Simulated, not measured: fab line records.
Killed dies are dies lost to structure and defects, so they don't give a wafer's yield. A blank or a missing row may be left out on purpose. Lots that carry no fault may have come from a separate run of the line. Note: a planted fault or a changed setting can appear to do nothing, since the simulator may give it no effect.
Which tool did it? :: flow gf180mcu :: Sampling: 13 lots, 39 wafers, 4 of 602 route steps

WHAT EACH GAUGE READ, for each wafer
GF_MVPSD_TW_MEAS_11. Usual: MVPSD_TW typically reads 553, with standard deviation 4.
lot: L542
measured: day 5 10:58
on: film_metro-01
MVPSD_TW: 551 551 548
flag: 

lot: L547
measured: day 6 19:08
on: film_metro-01
MVPSD_TW: 571 569 568
flag: OFF

lot: L548
measured: day 6 21:55
on: film_metro-01
MVPSD_TW: 568 570 571
flag: OFF

lot: L549
measured: day 7 05:16
on: film_metro-04
MVPSD_TW: 575 577 578
flag: OFF

lot: L551
measured: day 7 17:52
on: film_metro-03
MVPSD_TW: 551 550 553
flag: 

lot: L554
measured: day 8 13:35
on: film_metro-03
MVPSD_TW: 557 557 558
flag: 

lot: L556
measured: day 9 02:10
on: film_metro-04
MVPSD_TW: 564 559 562
flag: 

lot: L557
measured: day 9 08:31
on: film_metro-01
MVPSD_TW: 553 553 550
flag: 

lot: L558
measured: day 9 13:01
on: film_metro-01
MVPSD_TW: 551 556 553
flag: 

lot: L559
measured: day 9 17:23
on: film_metro-01
MVPSD_TW: 551 551 552
flag: 

lot: L560
measured: day 10 01:34
on: film_metro-01
MVPSD_TW: 550 549 549
flag: 

lot: L561
measured: day 10 07:26
on: film_metro-03
MVPSD_TW: 555 554 554
flag: 

lot: L563
measured: day 11 00:26
on: film_metro-04
MVPSD_TW: 559 562 566
flag: 

GF_VT_IMPLANT_RS_MEAS_49: measurement is done with a four-point probe. Usual: MVPSD_RS typically reads 1168.7 ohm/sq, with standard deviation 2.8.
lot: L542
measured: day 7 23:31
on: film_metro-03
MVPSD_RS (ohm/sq): 1167.8 1170.6 1171.4
flag: 

lot: L547
measured: day 9 13:31
on: film_metro-01
MVPSD_RS (ohm/sq): 1104.4 1102.5 1101.5
flag: OFF

lot: L548
measured: day 9 16:14
on: film_metro-04
MVPSD_RS (ohm/sq): 1101.0 1100.8 1100.8
flag: OFF

lot: L549
measured: day 10 00:40
on: film_metro-01
MVPSD_RS (ohm/sq): 1103.3 1103.6 1105.1
flag: OFF

lot: L551
measured: day 10 15:47
on: film_metro-04
MVPSD_RS (ohm/sq): 1168.1 1166.3 1165.5
flag: 

lot: L554
measured: day 11 13:31
on: film_metro-04
MVPSD_RS (ohm/sq): 1167.9 1164.9 1170.6
flag: 

lot: L556
measured: day 12 04:34
on: film_metro-01
MVPSD_RS (ohm/sq): 1174.3 1173.4 1169.9
flag: 

lot: L557
measured: day 12 11:28
on: film_metro-01
MVPSD_RS (ohm/sq): 1164.1 1164.4 1167.4
flag: 

lot: L558
measured: day 12 15:09
on: film_metro-03
MVPSD_RS (ohm/sq): 1166.8 1166.5 1166.6
flag: 

lot: L559
measured: day 12 21:29
on: film_metro-04
MVPSD_RS (ohm/sq): 1166.8 1174.7 1169.9
flag: 

lot: L560
measured: day 13 05:05
on: film_metro-04
MVPSD_RS (ohm/sq): 1172.1 1172.5 1172.4
flag: 

lot: L561
measured: day 13 10:37
on: film_metro-03
MVPSD_RS (ohm/sq): 1168.9 1171.4 1163.5
flag: 

lot: L563
measured: day 14 03:20
on: film_metro-03
MVPSD_RS (ohm/sq): 1165.3 1165.6 1164.0
flag: 

GF_NSD_OVL_MEAS_08. Usual: NSD_OVL typically reads 0.0 nm, with standard deviation 1.2.
lot: L542
measured: day 13 17:22
on: overlay-01
NSD_OVL (nm): -0.8 0.1 -0.4
flag: 

lot: L547
measured: day 15 18:28
on: overlay-02
NSD_OVL (nm): 2.2 2.7 0.6
flag: 

lot: L548
measured: day 15 20:07
on: overlay-02
NSD_OVL (nm): -0.3 -0.1 -4.0
flag: 

lot: L549
measured: day 16 08:07
on: overlay-01
NSD_OVL (nm): -1.6 -2.5 -1.1
flag: 

lot: L551
measured: day 17 04:10
on: overlay-02
NSD_OVL (nm): 0.9 1.8 0.9
flag: 

lot: L554
measured: day 18 07:52
on: overlay-01
NSD_OVL (nm): 0.0 -1.3 -0.5
flag: 

lot: L556
measured: day 19 08:28
on: overlay-02
NSD_OVL (nm): -0.6 -1.2 -0.6
flag: 

lot: L557
measured: day 20 00:14
on: overlay-01
NSD_OVL (nm): 0.0 0.5 1.4
flag: 

lot: L558
measured: day 20 02:52
on: overlay-02
NSD_OVL (nm): -0.1 -1.3 1.5
flag: 

lot: L559
measured: day 20 06:08
on: overlay-02
NSD_OVL (nm): 0.3 0.0 -0.4
flag: 

lot: L560
measured: day 20 11:40
on: overlay-01
NSD_OVL (nm): 0.7 -0.8 -1.6
flag: 

lot: L561
measured: day 20 17:28
on: overlay-02
NSD_OVL (nm): 0.3 0.3 1.4
flag: 

lot: L563
measured: day 21 12:31
on: overlay-01
NSD_OVL (nm): 1.7 2.4 -0.5
flag: 

WHAT TOOL EACH LOT RAN ON (gives the tool, then ch and the chambers of the sampled wafers, and finally the start)
lot: L542
GF_MVPSD_IMPLANT_08: implanter-03 ch 0, day 5 10:34

lot: L547
GF_MVPSD_IMPLANT_08: implanter-03 ch 0, day 6 18:46

lot: L548
GF_MVPSD_IMPLANT_08: implanter-03 ch 0, day 6 21:31

lot: L549
GF_MVPSD_IMPLANT_08: implanter-03 ch 0, day 7 04:53

lot: L551
GF_MVPSD_IMPLANT_08: implanter-04 ch 0, day 7 17:28

lot: L554
GF_MVPSD_IMPLANT_08: implanter-04 ch 0, day 8 13:11

lot: L556
GF_MVPSD_IMPLANT_08: implanter-01 ch 0, day 9 01:47

lot: L557
GF_MVPSD_IMPLANT_08: implanter-04 ch 0, day 9 08:08

lot: L558
GF_MVPSD_IMPLANT_08: implanter-04 ch 0, day 9 12:38

lot: L559
GF_MVPSD_IMPLANT_08: implanter-04 ch 0, day 9 17:01

lot: L560
GF_MVPSD_IMPLANT_08: implanter-03 ch 0, day 10 01:11

lot: L561
GF_MVPSD_IMPLANT_08: implanter-03 ch 0, day 10 07:02

lot: L563
GF_MVPSD_IMPLANT_08: implanter-03 ch 0, day 11 00:02
- GF_MVPSD_IMPLANT_08

AS READ BY THE TOOLS THEMSELVES (means over the sampled wafers that have a number; for cases with no such wafer, the mark the record gives instead)
GF_MVPSD_IMPLANT_08. Usual: beam_on_s 10.01 s, standard deviation 0.19; faraday_current_uA 84.5, standard deviation 1.6.
lot: L542
tool: implanter-03
beam_on_s (s): 10.01
faraday_current_uA: 84.8
flag: 

lot: L547
tool: implanter-03
beam_on_s (s): 11.12
faraday_current_uA: 76.1
flag: OFF

lot: L548
tool: implanter-03
beam_on_s (s): 11.33
faraday_current_uA: 74.4
flag: OFF

lot: L549
tool: implanter-03
beam_on_s (s): 11.39
faraday_current_uA: 74.1
flag: OFF

lot: L551
tool: implanter-04
beam_on_s (s): 10.05
faraday_current_uA: 84.3
flag: 

lot: L554
tool: implanter-04
beam_on_s (s): 9.93
faraday_current_uA: 85.2
flag: 

lot: L556
tool: implanter-01
beam_on_s (s): 10.06
faraday_current_uA: 84.1
flag: 

lot: L557
tool: implanter-04
beam_on_s (s): 10.09
faraday_current_uA: 83.9
flag: 

lot: L558
tool: implanter-04
beam_on_s (s): 9.95
faraday_current_uA: 85.0
flag: 

lot: L559
tool: implanter-04
beam_on_s (s): 10.04
faraday_current_uA: 84.3
flag: 

lot: L560
tool: implanter-03
beam_on_s (s): 10.06
faraday_current_uA: 83.9
flag: 

lot: L561
tool: implanter-03
beam_on_s (s): 10.10
faraday_current_uA: 83.7
flag: 

lot: L563
tool: implanter-03
beam_on_s (s): 10.05
faraday_current_uA: 84.2
flag: 

THE ANSWER, worked out from the rows above alone
Rule: lot off if the mean of its wafers having a number is beyond 3 standard deviations from the usual mean. A lot without any number at a reading at which 4 lots or more have one is off too. Any other lot the step has rows for is counted as sound. First the gauges in route order, then the tools' own readings, where a lot's mean is used as printed above. The first step at which some lot is off is used, and at that step the reading that is off furthest; a lot without a number counts as furthest.
Off: L547, L548, L549, seen at GF_MVPSD_TW_MEAS_11 (MVPSD_TW).
If a tool, at a process step before that reading, ran all the lots that are off and no sound lot after the first of them, it fits. Not tried: the gauges at GF_MVPSD_TW_MEAS_11; whatever is off there is also off at GF_MVPSD_IMPLANT_08, on other tools, and gauge error can't account for it. No candidate that was tried fits.

WHAT WAS PUT IN BY THE SIMULATOR
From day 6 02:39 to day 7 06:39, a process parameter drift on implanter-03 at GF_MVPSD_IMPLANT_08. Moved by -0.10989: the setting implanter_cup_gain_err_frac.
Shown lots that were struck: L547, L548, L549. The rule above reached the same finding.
